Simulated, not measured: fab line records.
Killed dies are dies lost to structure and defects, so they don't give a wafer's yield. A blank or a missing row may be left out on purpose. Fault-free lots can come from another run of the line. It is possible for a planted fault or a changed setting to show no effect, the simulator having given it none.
What tool caused it? || flow gf180mcu || Sampling: 14 lots, 42 wafers, 2 of 602 route steps

== WHAT THE GAUGES READ, wafer by wafer ==
GF_SAB_CD_MEAS_09 targets a cd of 420 nm.
{"lot": "L375", "measured": "day 16 21:19", "on": "cd_sem-01", "cd_nm (nm)": "419.4 419.6 419.9"}
{"lot": "L377", "measured": "day 17 01:19", "on": "cd_sem-02", "cd_nm (nm)": "419.5 421.3 419.8"}
{"lot": "L376", "measured": "day 17 01:57", "on": "cd_sem-02", "cd_nm (nm)": "418.5 418.8 418.3"}
{"lot": "L379", "measured": "day 17 18:27", "on": "cd_sem-02", "cd_nm (nm)": "421.9 419.5 421.2"}
{"lot": "L378", "measured": "day 17 21:41", "on": "cd_sem-02", "cd_nm (nm)": "422.9 422.1 423.1"}
{"lot": "L380", "measured": "day 18 03:04", "on": "cd_sem-01", "cd_nm (nm)": "420.8 419.9 417.1"}
{"lot": "L381", "measured": "day 18 09:04", "on": "cd_sem-01", "cd_nm (nm)": "418.2 421.3 420.3"}
{"lot": "L382", "measured": "day 18 17:10", "on": "cd_sem-02", "cd_nm (nm)": "420.6 420.0 420.5"}
{"lot": "L388", "measured": "day 21 00:01", "on": "cd_sem-01", "cd_nm (nm)": "423.5 422.0 421.5"}
{"lot": "L389", "measured": "day 21 15:16", "on": "cd_sem-01", "cd_nm (nm)": "417.5 418.9 418.1"}
{"lot": "L390", "measured": "day 21 23:19", "on": "cd_sem-02", "cd_nm (nm)": "421.0 420.5 421.2"}
{"lot": "L391", "measured": "day 22 07:03", "on": "cd_sem-02", "cd_nm (nm)": "418.0 416.7 417.6"}
{"lot": "L392", "measured": "day 22 17:52", "on": "cd_sem-02", "cd_nm (nm)": "419.8 419.7 421.7"}
{"lot": "L394", "measured": "day 23 01:37", "on": "cd_sem-02", "cd_nm (nm)": "419.2 419.4 418.9"}

GF_SALICIDE_RS_MEAS_04: the measuring method here is four-point-probe.
{"lot": "L375", "measured": "day 16 21:53", "on": "film_metro-02", "SALICIDE_TIN_RS (ohm/sq)": "16.6 16.1 16.6"}
{"lot": "L377", "measured": "day 17 01:52", "on": "film_metro-03", "SALICIDE_TIN_RS (ohm/sq)": "16.3 16.2 16.2"}
{"lot": "L376", "measured": "day 17 02:30", "on": "film_metro-02", "SALICIDE_TIN_RS (ohm/sq)": "16.7 15.9 16.8"}
{"lot": "L379", "measured": "day 17 19:01", "on": "film_metro-02", "SALICIDE_TIN_RS (ohm/sq)": "16.5 16.1 16.5"}
{"lot": "L378", "measured": "day 17 22:14", "on": "film_metro-03", "SALICIDE_TIN_RS (ohm/sq)": "16.2 15.7 16.4"}
{"lot": "L380", "measured": "day 18 03:39", "on": "film_metro-03", "SALICIDE_TIN_RS (ohm/sq)": "16.6 16.8 16.7"}
{"lot": "L381", "measured": "day 18 09:40", "on": "film_metro-03", "SALICIDE_TIN_RS (ohm/sq)": "16.0 16.1 16.1"}
{"lot": "L382", "measured": "day 18 17:42", "on": "film_metro-01", "SALICIDE_TIN_RS (ohm/sq)": "16.4 16.7 16.1"}
{"lot": "L388", "measured": "day 21 00:35", "on": "film_metro-02", "SALICIDE_TIN_RS (ohm/sq)": "16.2 17.1 16.2"}
{"lot": "L389", "measured": "day 21 15:49", "on": "film_metro-03", "SALICIDE_TIN_RS (ohm/sq)": "16.0 16.7 16.1"}
{"lot": "L390", "measured": "day 21 23:55", "on": "film_metro-02", "SALICIDE_TIN_RS (ohm/sq)": "16.4 16.1 16.6"}
{"lot": "L391", "measured": "day 22 07:36", "on": "film_metro-03", "SALICIDE_TIN_RS (ohm/sq)": "16.1 16.1 16.1"}
{"lot": "L392", "measured": "day 22 18:25", "on": "film_metro-03", "SALICIDE_TIN_RS (ohm/sq)": "16.5 16.9 16.5"}
{"lot": "L394", "measured": "day 23 02:12", "on": "film_metro-03", "SALICIDE_TIN_RS (ohm/sq)": "16.6 16.6 16.6"}

== WHICH TOOL RAN EACH LOT (tool, then ch and the chambers of the sampled wafers, then the start) ==
Record: no process step prior to these readings.

== WHAT THE TOOLS THEMSELVES READ (means of the sampled wafers that have a number; where no wafer has one, the mark that the record gives instead) ==
The record holds no such reading with a usual standard deviation.

== THE ANSWER, worked out from the rows above alone ==
Rule: usual is defined by the lots themselves. Put in order of their means at a reading, lots are off if they are a third of the lots or fewer, leave a main group of 4 or more, and stand apart from it by a gap of 3 or more times the standard deviation of the main group's means; of several such gaps the widest counts. Not used: any main group whose means are identical at the precision the tables above print for the reading. A lot without any number at a reading at which 4 lots or more have one is off too. Where the step has rows for the other lots, those lots are counted as sound. Order of review: gauges by route order, followed by the tools' own readings, for which a lot's mean as printed above is used. The first step at which some lot is off is used, and at that step the reading that is off furthest; a lot without a number counts as furthest.
None of the lots is off at any reading shown; this tells nothing.

== WHAT THE SIMULATOR HAD PUT IN ==
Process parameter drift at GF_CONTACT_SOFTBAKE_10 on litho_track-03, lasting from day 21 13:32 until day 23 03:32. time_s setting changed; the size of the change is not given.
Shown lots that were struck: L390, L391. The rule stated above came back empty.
